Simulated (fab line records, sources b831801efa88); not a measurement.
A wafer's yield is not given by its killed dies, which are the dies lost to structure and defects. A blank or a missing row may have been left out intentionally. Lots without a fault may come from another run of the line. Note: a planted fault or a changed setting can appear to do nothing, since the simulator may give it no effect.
fab line records	flow gf180mcu	part 1 of 2: steps 1 to 25 of 36
[record] lots = 5	wafers = 15	last-day = 33
route steps=602 shown V2@404 M3@409 V3@429
lots that met no fault: taken from a fault-free run of the same line
start-h: start of the lot's first displayed wafer, in hours after the record's first day	wait-h: hours from the lot's prior step to this one	" as in the row above	L1.1+2: one row covering several wafers at once	- no value, or no start was given	* or withheld: withheld	< > ~ a bound
route shown NAME@n: names a module that has steps shown in the file, with the first one's number in the route	usual: mean and standard deviation over wafers with no fault	same: alike in all rows	chamber/n: place in a boat	sites: the reading at each site	_std_site: standard deviation across them	_edge_site: the outer-site mean with the inner-site mean subtracted	radius-mm: for every site, how far away it sits from the centre of the wafer	mask NAME#n: copy n	behind: the most recent tool/chamber to have shaped the wafer	hold: reason for holding the lot/hours on hold/outcome of the hold	device: the n, p or np transistor that did not switch	end of line: the route-end tests of the same wafers	for a step that has no rows: nothing shown but its recipe	killed: the dies lost at the first sort to structure and to defects; this is not the yield of the wafer	map: shows each die of a wafer: x if killed, . if not, _ if none is there
set.NAME: setting as actually run; set.NAME@STEP: the setting as run at that earlier step	model.NAME: the simulator's own value behind a step, which no gauge read
certain route steps with their lots: each step a table, each wafer a row
services: the hour from which a tool's chamber was out of use, counted from the record's first day as start-h (under 0 if before that day), plus the number of hours and why
[[steps]]
[step GF_V2_SPUTTER_22]
[recipe] material = TiN	target-thk-nm = 10	chamber-pressure-pa = 5	power-w = 4000	time-s = 40
[usual] throttle-valve-pct = 29.7/1.2
lot.wafer	tool	chamber	start-h	wait-h	throttle-valve-pct
L074.2	pvd-sputter-03	-	467.08	0.0	28.4
L074.3	"	-	"	"	29.8
L074.5	"	-	"	"	30.7
L082.1	pvd-sputter-04	-	538.53	0.0	30.4
L082.2	"	-	"	"	28.1
L082.4	"	-	"	"	29.0
L088.1	pvd-sputter-02	-	584.64	0.0	30.4
L088.2	"	-	"	"	26.5
L088.6	"	-	"	"	30.5
L089.1	pvd-sputter-03	-	597.46	0.0	31.1
L089.2	"	-	"	"	28.5
L089.5	"	-	"	"	31.3
L092.2	pvd-sputter-04	-	616.35	0.0	30.6
L092.4	"	-	"	"	29.8
L092.6	"	-	"	"	30.8
[step GF_V2_CVD_23]
[recipe] material = W	target-thk-nm = 350	time-s = 104.94	temp-c = 400	pressure-torr = 40
[usual] heater-power-w = 826/160
lot.wafer	tool	chamber	start-h	wait-h	heater-power-w
L074.2	cvd-w-02	1	467.12	0.0	710
L074.3	"	0	"	"	637
L074.5	"	0	"	"	622
L082.1	cvd-w-02	1	538.57	0.0	712
L082.2	"	0	"	"	647
L082.4	"	1	"	"	714
L088.1	cvd-w-01	0	584.68	0.0	1036
L088.2	"	1	"	"	921
L088.6	"	1	"	"	895
L089.1	cvd-w-01	0	597.50	0.0	1064
L089.2	"	1	"	"	904
L089.5	"	1	"	"	922
L092.2	cvd-w-02	0	616.39	0.0	632
L092.4	"	0	"	"	633
L092.6	"	0	"	"	645
[step GF_V2_RS_MEAS_24]
[recipe] thk-meas-gauge = four-point-probe	reads = W_of_V2_CVD_23+TiN_of_V2_SPUTTER_22+Ti_of_V2_SPUTTER_21
[usual] V2_W_RS = 0.324/0.0032
lot.wafer	tool	chamber	start-h	wait-h	V2_W_RS[ohm/sq]
L074.2	film-metro-04	-	467.25	0.1	0.325
L074.3	"	-	"	"	0.324
L074.5	"	-	"	"	0.324
L082.1	film-metro-01	-	538.80	0.2	0.326
L082.2	"	-	"	"	0.324
L082.4	"	-	"	"	0.325
L088.1	film-metro-03	-	584.79	0.1	0.321
L088.2	"	-	"	"	0.323
L088.6	"	-	"	"	0.322
L089.1	film-metro-03	-	597.62	0.1	0.321
L089.2	"	-	"	"	0.321
L089.5	"	-	"	"	0.322
L092.2	film-metro-04	-	616.52	0.1	0.325
L092.4	"	-	"	"	0.321
L092.6	"	-	"	"	0.319
[step GF_V2_THK_MEAS_25]
[recipe] thk-meas-gauge = xrf	reads = W_of_V2_CVD_23
[usual] V2_W_THK = 353/6
lot.wafer	tool	chamber	start-h	wait-h	V2_W_THK[nm]
L074.2	film-metro-04	-	467.36	0.1	359
L074.3	"	-	"	"	355
L074.5	"	-	"	"	361
L082.1	film-metro-01	-	538.92	0.1	343
L082.2	"	-	"	"	347
L082.4	"	-	"	"	344
L088.1	film-metro-03	-	584.91	0.1	358
L088.2	"	-	"	"	359
L088.6	"	-	"	"	360
L089.1	film-metro-03	-	597.74	0.1	358
L089.2	"	-	"	"	357
L089.5	"	-	"	"	356
L092.2	film-metro-04	-	616.63	0.1	358
L092.4	"	-	"	"	362
L092.6	"	-	"	"	364
[step GF_V2_CMP_26]
[recipe] stop-on = SiO2	down-force-psi = 3.5	platen-rpm = 60	t-overpolish-s = 15	target-thk-nm = 0	pad-velocity-m-s = 0.94248
[usual] edge-zone-pressure-frac = 1.000/0.0052	head-pressure-psi = 3.500/0.0069	motor-current-A = 11.0/0.84	overpolish-run-s = 15.001/0.009	time-to-endpoint-s = 84/4.6
lot.wafer	tool	chamber	start-h	wait-h	edge-zone-pressure-frac	head-pressure-psi	motor-current-A	overpolish-run-s	time-to-endpoint-s
L074.2	cmp-01	3	467.46	0.1	1.001	3.514	11.6	14.986	94
L074.3	"	1	"	"	0.998	3.503	10.1	15.014	85
L074.5	"	2	"	"	0.999	3.491	10.2	15.000	87
L082.4	cmp-01	1	538.98	0.0	1.006	3.510	10.5	15.003	84
L082.1	"	3	"	"	0.993	3.504	11.4	15.013	93
L082.2	"	0	"	"	0.996	3.488	11.8	15.001	92
L088.2	cmp-01	2	585.25	0.3	0.995	3.500	10.1	14.999	83
L088.1	"	3	"	"	0.994	3.495	11.7	15.002	86
L088.6	"	0	"	"	1.002	3.498	11.2	15.005	90
L089.2	cmp-02	3	597.80	0.0	0.992	3.493	9.5	15.004	78
L089.1	"	2	"	"	1.007	3.490	11.8	15.007	87
L089.5	"	3	"	"	0.997	3.489	10.3	15.002	77
L092.4	cmp-02	2	616.79	0.1	1.011	3.489	12.3	15.000	86
L092.2	"	1	"	"	0.997	3.507	11.4	15.014	87
L092.6	"	3	"	"	0.999	3.499	10.7	15.004	79
[step GF_M3_SPUTTER_00]
[recipe] material = Ti	target-thk-nm = 37.5	arriving-ion-energy-ev = 80	substrate-temp-c = 200	chamber-pressure-pa = 2	power-w = 4000	time-s = 150
[usual] throttle-valve-pct = 29.5/1.3
lot.wafer	tool	chamber	start-h	wait-h	throttle-valve-pct
L074.2	pvd-sputter-03	-	467.71	0.2	31.2
L074.3	"	-	"	"	29.7
L074.5	"	-	"	"	30.9
L082.1	pvd-sputter-01	-	539.28	0.1	29.7
L082.2	"	-	"	"	29.5
L082.4	"	-	"	"	29.6
L088.1	pvd-sputter-03	-	585.45	0.1	31.2
L088.2	"	-	"	"	28.9
L088.6	"	-	"	"	31.1
L089.1	pvd-sputter-01	-	598.10	0.1	29.9
L089.2	"	-	"	"	29.6
L089.5	"	-	"	"	29.6
L092.2	pvd-sputter-02	-	617.09	0.1	30.7
L092.4	"	-	"	"	26.3
L092.6	"	-	"	"	26.4
[step GF_M3_SPUTTER_01]
[recipe] material = TiN	target-thk-nm = 30	power-w = 6500	time-s = 25	chamber-pressure-pa = 0.4
[usual] throttle-valve-pct = 29.5/1.3
lot.wafer	tool	chamber	start-h	wait-h	throttle-valve-pct
L074.2	pvd-sputter-03	-	467.81	0.1	31.2
L074.3	"	-	"	"	29.5
L074.5	"	-	"	"	30.6
L082.1	pvd-sputter-01	-	539.38	0.1	29.8
L082.2	"	-	"	"	29.9
L082.4	"	-	"	"	29.6
L088.1	pvd-sputter-03	-	585.55	0.1	31.2
L088.2	"	-	"	"	28.6
L088.6	"	-	"	"	30.9
L089.1	pvd-sputter-01	-	598.20	0.1	29.7
L089.2	"	-	"	"	29.5
L089.5	"	-	"	"	30.2
L092.2	pvd-sputter-02	-	617.19	0.1	30.3
L092.4	"	-	"	"	26.4
L092.6	"	-	"	"	26.5
[step GF_M3_SPUTTER_02]
[recipe] material = AlCu	target-thk-nm = 450	power-w = 10600	time-s = 23.9	chamber-pressure-pa = 0.4
[usual] throttle-valve-pct = 29.5/1.3
lot.wafer	tool	chamber	start-h	wait-h	throttle-valve-pct
L074.2	pvd-sputter-03	-	467.84	0.0	31.0
L074.3	"	-	"	"	29.7
L074.5	"	-	"	"	31.0
L082.1	pvd-sputter-01	-	539.41	0.0	29.6
L082.2	"	-	"	"	29.8
L082.4	"	-	"	"	29.8
L088.1	pvd-sputter-03	-	585.58	0.0	31.0
L088.2	"	-	"	"	28.9
L088.6	"	-	"	"	31.0
L089.1	pvd-sputter-01	-	598.23	0.0	30.1
L089.2	"	-	"	"	29.6
L089.5	"	-	"	"	29.5
L092.2	pvd-sputter-02	-	617.22	0.0	30.4
L092.4	"	-	"	"	26.3
L092.6	"	-	"	"	26.7
[step GF_M3_SPUTTER_03]
[recipe] material = Ti	target-thk-nm = 10	substrate-temp-c = 300	chamber-pressure-pa = 0.3	power-w = 3000	time-s = 6.7
[usual] throttle-valve-pct = 29.5/1.3
lot.wafer	tool	chamber	start-h	wait-h	throttle-valve-pct
L074.2	pvd-sputter-03	-	467.87	0.0	30.8
L074.3	"	-	"	"	29.9
L074.5	"	-	"	"	31.0
L082.1	pvd-sputter-01	-	539.44	0.0	29.7
L082.2	"	-	"	"	29.7
L082.4	"	-	"	"	29.9
L088.1	pvd-sputter-03	-	585.61	0.0	31.0
L088.2	"	-	"	"	28.7
L088.6	"	-	"	"	31.0
L089.1	pvd-sputter-01	-	598.26	0.0	29.9
L089.2	"	-	"	"	29.9
L089.5	"	-	"	"	30.0
L092.2	pvd-sputter-02	-	617.25	0.0	30.2
L092.4	"	-	"	"	26.6
L092.6	"	-	"	"	26.6
[step GF_M3_SPUTTER_04]
[recipe] material = TiN	target-thk-nm = 50	power-w = 6500	time-s = 41.7	chamber-pressure-pa = 0.4
[usual] throttle-valve-pct = 29.5/1.3
lot.wafer	tool	chamber	start-h	wait-h	throttle-valve-pct
L074.2	pvd-sputter-03	-	467.89	0.0	30.9
L074.3	"	-	"	"	29.7
L074.5	"	-	"	"	31.1
L082.1	pvd-sputter-01	-	539.46	0.0	29.9
L082.2	"	-	"	"	29.8
L082.4	"	-	"	"	29.3
L088.1	pvd-sputter-03	-	585.63	0.0	31.0
L088.2	"	-	"	"	28.5
L088.6	"	-	"	"	31.1
L089.1	pvd-sputter-01	-	598.28	0.0	29.8
L089.2	"	-	"	"	29.6
L089.5	"	-	"	"	30.0
L092.2	pvd-sputter-02	-	617.27	0.0	30.5
L092.4	"	-	"	"	26.6
L092.6	"	-	"	"	26.5
[step GF_M3_RS_MEAS_05]
[recipe] thk-meas-gauge = four-point-probe	reads = TiN_of_M3_SPUTTER_04+Ti_of_M3_SPUTTER_03+AlCu_of_M3_SPUTTER_02+TiN_of_M3_SPUTTER_01+Ti_of_M3_SPUTTER_00
[usual] M3_ALCU_RS = 0.0695/0.00074
lot.wafer	tool	chamber	start-h	wait-h	M3_ALCU_RS[ohm/sq]
L074.2	film-metro-04	-	467.95	0.0	0.0694
L074.3	"	-	"	"	0.0684
L074.5	"	-	"	"	0.0694
L082.1	film-metro-02	-	539.50	0.0	0.0700
L082.2	"	-	"	"	0.0690
L082.4	"	-	"	"	0.0696
L088.1	film-metro-04	-	585.67	0.0	0.0695
L088.2	"	-	"	"	0.0702
L088.6	"	-	"	"	0.0709
L089.1	film-metro-03	-	598.32	0.0	0.0696
L089.2	"	-	"	"	0.0704
L089.5	"	-	"	"	0.0692
L092.2	film-metro-02	-	617.33	0.0	0.0692
L092.4	"	-	"	"	0.0693
L092.6	"	-	"	"	0.0693
[step GF_M3_THK_MEAS_06]
[recipe] thk-meas-gauge = xrf	reads = AlCu_of_M3_SPUTTER_02
[usual] M3_ALCU_THK = 447/5.7
lot.wafer	tool	chamber	start-h	wait-h	M3_ALCU_THK[nm]
L074.2	film-metro-04	-	468.06	0.1	452
L074.3	"	-	"	"	458
L074.5	"	-	"	"	450
L082.1	film-metro-02	-	539.62	0.1	444
L082.2	"	-	"	"	448
L082.4	"	-	"	"	446
L088.1	film-metro-04	-	585.79	0.1	448
L088.2	"	-	"	"	442
L088.6	"	-	"	"	442
L089.1	film-metro-03	-	598.44	0.1	443
L089.2	"	-	"	"	442
L089.5	"	-	"	"	448
L092.2	film-metro-02	-	617.44	0.1	446
L092.4	"	-	"	"	446
L092.6	"	-	"	"	446
[step GF_M3_DEHYDRATE_07]
[recipe] temp-c = 200	time-s = 60
lot.wafer	tool	chamber	start-h	wait-h
L074.2+3+5	litho-track-04	0	479.08	11.0
L082.1+2+4	litho-track-04	0	549.75	10.1
L088.1+2+6	litho-track-04	0	595.45	9.7
L089.1+2+5	litho-track-04	0	608.35	9.9
L092.2+4+6	litho-track-04	0	627.23	9.8
[step GF_M3_HMDS_08]
[recipe] prime-time-s = 60	prime-temp-c = 120
[usual] prime-temp-c = 119.96/0.14
lot.wafer	tool	chamber	start-h	wait-h	prime-temp-c
L074.2	litho-track-04	0	479.23	0.1	119.93
L074.3	"	0	"	"	119.79
L074.5	"	0	"	"	120.01
L082.1	litho-track-04	0	549.90	0.1	120.14
L082.2	"	0	"	"	120.00
L082.4	"	0	"	"	120.07
L088.1	litho-track-04	0	595.60	0.1	120.23
L088.2	"	0	"	"	120.15
L088.6	"	0	"	"	120.06
L089.1	litho-track-04	0	608.50	0.1	119.99
L089.2	"	0	"	"	120.11
L089.5	"	0	"	"	120.11
L092.2	litho-track-04	0	627.38	0.1	120.02
L092.4	"	0	"	"	120.06
L092.6	"	0	"	"	120.06
[step GF_M3_COAT_09]
[recipe] resist = KrF	spin-rpm = withheld	resist-thk-nm = 1000
[usual] dispense-pressure-kPa = 51.2/2.4
lot.wafer	tool	chamber	start-h	wait-h	dispense-pressure-kPa
L074.2	litho-track-04	0	479.38	0.1	49.1
L074.3	"	0	"	"	49.1
L074.5	"	0	"	"	49.1
L082.1	litho-track-04	0	550.05	0.1	49.1
L082.2	"	0	"	"	49.1
L082.4	"	0	"	"	49.1
L088.1	litho-track-04	0	595.75	0.1	49.1
L088.2	"	0	"	"	49.1
L088.6	"	0	"	"	49.0
L089.1	litho-track-04	0	608.65	0.1	49.0
L089.2	"	0	"	"	49.1
L089.5	"	0	"	"	49.1
L092.2	litho-track-04	0	627.53	0.1	49.1
L092.4	"	0	"	"	49.1
L092.6	"	0	"	"	49.1
[step GF_M3_SOFTBAKE_10]
[recipe] temp-c = 130	time-s = 60	resist = KrF
lot.wafer	tool	chamber	start-h	wait-h
L074.2+3+5	litho-track-04	0	479.53	0.1
L082.1+2+4	litho-track-04	0	550.20	0.1
L088.1+2+6	litho-track-04	0	595.90	0.1
L089.1+2+5	litho-track-04	0	608.80	0.1
L092.2+4+6	litho-track-04	0	627.68	0.1
[step GF_M3_EXPOSE_11]
[recipe] mask-id = Metal3	target-cd-nm = 280	na = 0.68	source-shape = conventional	sigma-outer = 0.6	dose-mj = 28
[usual] reticle-temp-C = 23.00/0.094
lot.wafer	tool	chamber	start-h	wait-h	mask	reticle-temp-C
L074.2	krf-scanner-01	0	-	-	Metal3#0	22.94
L074.3	"	0	"	"	Metal3#0	23.08
L074.5	"	0	"	"	Metal3#0	23.01
L082.1	krf-scanner-02	0	-	-	Metal3#0	23.09
L082.2	"	0	"	"	Metal3#0	23.08
L082.4	"	0	"	"	Metal3#0	23.02
L088.1	krf-scanner-01	0	-	-	Metal3#0	23.00
L088.2	"	0	"	"	Metal3#0	22.97
L088.6	"	0	"	"	Metal3#0	23.00
L089.1	krf-scanner-02	0	-	-	Metal3#0	23.09
L089.2	"	0	"	"	Metal3#0	23.15
L089.5	"	0	"	"	Metal3#0	23.20
L092.2	krf-scanner-02	0	-	-	Metal3#0	22.92
L092.4	"	0	"	"	Metal3#0	22.95
L092.6	"	0	"	"	Metal3#0	23.01
[step GF_M3_PEB_12]
[recipe] peb-temp-c = 135	peb-time-s = 90	resist = KrF
lot.wafer	tool	chamber	start-h	wait-h
L074.2+3+5	litho-track-03	0	-	-
L082.1+2+4	litho-track-02	0	-	-
L088.1+2+6	litho-track-02	0	-	-
L089.1+2+5	litho-track-04	0	-	-
L092.2+4+6	litho-track-02	0	-	-
[step GF_M3_DEVELOP_13]
[recipe] develop-time-s = 60	dev-temp-c = 21
lot.wafer	tool	chamber	start-h	wait-h
L074.2+3+5	litho-track-03	0	491.55	0.2
L082.1+2+4	litho-track-02	0	561.21	0.2
L088.1+2+6	litho-track-02	0	606.21	0.2
L089.1+2+5	litho-track-04	0	618.95	0.2
L092.2+4+6	litho-track-02	0	637.18	0.2
[step GF_M3_CD_MEAS_14]
[recipe] target-cd-nm = 280
[usual] cd-nm = 279.9/1.2
lot.wafer	tool	chamber	start-h	wait-h	cd-nm
L074.2	cd-sem-02	-	491.69	0.1	280.6
L074.3	"	-	"	"	279.6
L074.5	"	-	"	"	280.2
L082.1	cd-sem-01	-	561.36	0.1	278.8
L082.2	"	-	"	"	278.0
L082.4	"	-	"	"	279.8
L088.1	cd-sem-01	-	606.36	0.1	279.2
L088.2	"	-	"	"	280.1
L088.6	"	-	"	"	278.8
L089.1	cd-sem-02	-	619.10	0.1	281.9
L089.2	"	-	"	"	280.8
L089.5	"	-	"	"	280.2
L092.2	cd-sem-01	-	637.33	0.1	281.1
L092.4	"	-	"	"	280.1
L092.6	"	-	"	"	281.4
[step GF_M3_OVL_MEAS_15]
[usual] M3_OVL = -4/6.1
lot.wafer	tool	chamber	start-h	wait-h	M3_OVL[nm]
L074.2	overlay-01	-	491.80	0.1	0
L074.3	"	-	"	"	-4
L074.5	"	-	"	"	-6
L082.1	overlay-01	-	561.48	0.1	-15
L082.2	"	-	"	"	-12
L082.4	"	-	"	"	-10
L088.1	overlay-01	-	606.48	0.1	2
L088.2	"	-	"	"	-2
L088.6	"	-	"	"	2
L089.1	overlay-02	-	619.22	0.1	2
L089.2	"	-	"	"	-10
L089.5	"	-	"	"	2
L092.2	overlay-02	-	637.43	0.1	3
L092.4	"	-	"	"	-3
L092.6	"	-	"	"	0
[step GF_M3_METAL_ETCH_16]
[recipe] chemistry = Cl2/BCl3	mask-material = KrF	target-depth-nm = 750.8	stop-on = SiO2	pressure-mtorr = 8	icp-w = 800	bias-w = 140	Cl2_flow_sccm = 80	bcl3-flow-sccm = 40	time-s = 125.1
[usual] bcl3-flow-sccm = 40.00/0.12	chamber-pressure-mTorr = 7.999/0.0084	drypump-motor-current-A = 5.4/0.52	he-backside-leak-sccm = 3.35/0.19	oes-product-au = 0.988/0.0073	rf-fwd-power-W = 796.2/2.6	throttle-valve-pct = 28.232/0.011
lot.wafer	tool	chamber	start-h	wait-h	bcl3-flow-sccm	chamber-pressure-mTorr	drypump-motor-current-A	he-backside-leak-sccm	oes-product-au	rf-fwd-power-W	rf-hours-counter-h	throttle-valve-pct
L074.2	rie-metal-04	1	491.83	0.0	39.97	7.994	6.2	3.55	0.995	797.5	10	28.234
L074.3	"	0	"	"	39.87	8.017	5.5	3.73	0.989	793.8	-	28.233
L074.5	"	1	"	"	40.18	7.995	6.2	3.67	0.998	792.5	-	28.218
L082.1	rie-metal-03	0	561.51	0.0	40.01	7.998	4.7	3.33	0.980	791.9	8	28.223
L082.2	"	0	"	"	40.04	7.986	4.7	3.30	0.986	796.1	-	28.242
L082.4	"	0	"	"	39.91	7.995	4.7	3.32	0.975	793.3	-	28.238
L088.1	rie-metal-04	0	606.51	0.0	39.91	8.012	5.5	3.74	0.988	796.7	2	28.241
L088.2	"	1	"	"	39.90	8.005	6.2	3.46	0.987	798.8	14	28.233
L088.6	"	1	"	"	40.02	7.980	6.3	3.42	0.997	800.1	-	28.216
L089.1	rie-metal-02	0	619.26	0.0	39.94	8.006	5.3	3.50	0.991	798.2	8	28.228
L089.2	"	1	"	"	40.02	7.999	5.3	3.32	0.985	794.7	10	28.243
L089.5	"	1	"	"	39.92	8.006	5.3	3.50	0.989	796.5	-	28.228
L092.2	rie-metal-04	0	637.50	0.1	39.82	7.989	5.5	3.53	0.984	794.7	-	28.245
L092.4	"	0	"	"	40.00	7.996	5.5	3.51	0.982	794.9	-	28.243
L092.6	"	0	"	"	39.62	7.995	5.5	3.51	0.983	796.7	-	28.234
[step GF_M3_STRIP_17]
[recipe] chemistry = O2/N2	power-w = 1400	pressure-mtorr = 1500	platen-temp-c = 250	o2-flow-sccm = 3000	n2-flow-sccm = 300	overash-fraction = 0.5
[usual] chamber-pressure-mTorr = 1499.9/1.4	drypump-motor-current-A = 5.8/0.66	heater-power-w = 296/18	n2-flow-sccm = 300.1/1	oes-product-au = 0.538/0.0052	platen-temp-c = 250.00/0.18	strip-time-to-endpoint-s = 7.39/0.053
lot.wafer	tool	chamber	start-h	wait-h	chamber-pressure-mTorr	drypump-motor-current-A	heater-power-w	n2-flow-sccm	oes-product-au	platen-temp-c	rf-hours-counter-h	strip-time-to-endpoint-s
L074.2	plasma-asher-02	0	491.96	0.1	1502.9	4.8	298	301.6	0.539	249.91	39	7.39
L074.3	"	0	"	"	1500.9	4.8	306	301.0	0.536	249.86	-	7.36
L074.5	"	0	"	"	1499.0	4.8	314	300.3	0.544	250.09	-	7.39
L082.1	plasma-asher-02	1	561.77	0.2	1500.0	6.6	262	298.9	0.541	250.06	46	7.41
L082.2	"	0	"	"	1499.7	4.8	310	299.9	0.550	250.20	46	7.36
L082.4	"	0	"	"	1500.4	4.8	313	300.7	0.542	249.93	-	7.42
L088.1	plasma-asher-03	1	606.64	0.1	1500.8	5.7	312	300.4	0.534	250.02	79	7.37
L088.2	"	0	"	"	1497.8	6.1	291	299.9	0.534	250.26	79	7.37
L088.6	"	0	"	"	1501.6	6.1	285	299.6	0.541	250.27	-	7.38
L089.1	plasma-asher-02	1	619.39	0.1	1497.3	6.5	264	299.2	0.536	250.10	53	7.31
L089.2	"	0	"	"	1501.7	4.8	308	300.6	0.541	250.05	53	7.34
L089.5	"	0	"	"	1496.8	4.8	305	302.3	0.533	249.96	-	7.25
L092.2	plasma-asher-03	1	637.72	0.2	1500.2	5.7	314	300.6	0.543	250.31	83	7.42
L092.4	"	1	"	"	1501.9	5.7	315	300.3	0.543	249.75	-	7.41
L092.6	"	0	"	"	1499.4	6.0	285	299.2	0.538	249.79	-	7.44
[step GF_M3_STRIP_18]
[recipe] chemistry = post-etch-residue-remover	time-s = 1200	temp-c = 72.5
[usual] bath-heat-duty-pct = 14.7/1.1
lot.wafer	tool	chamber	start-h	wait-h	bath-heat-duty-pct
L074.2	wet-bench-01	3	492.06	0.1	13.7
L074.3	"	3	"	"	14.5
L074.5	"	3	"	"	13.1
L082.1	wet-bench-01	0	561.87	0.1	14.4
L082.2	"	0	"	"	14.5
L082.4	"	0	"	"	14.4
L088.1	wet-bench-04	3	606.74	0.1	15.6
L088.2	"	3	"	"	14.3
L088.6	"	3	"	"	15.5
L089.1	wet-bench-04	2	619.49	0.1	12.7
L089.2	"	2	"	"	13.6
L089.5	"	2	"	"	12.5
L092.2	wet-bench-02	1	637.82	0.1	15.9
L092.4	"	1	"	"	14.8
L092.6	"	1	"	"	15.2
[step GF_M3_CLEAN_19]
[recipe] chemistry = DIW	dry = n2-spin
lot.wafer	tool	chamber	start-h	wait-h
L074.2+3+5	wet-bench-04	3	492.40	0.0
L082.1+2+4	wet-bench-04	1	562.28	0.0
L088.1+2+6	wet-bench-02	0	607.08	0.0
L089.1+2+5	wet-bench-01	0	619.83	0.0
L092.2+4+6	wet-bench-01	0	638.16	0.0
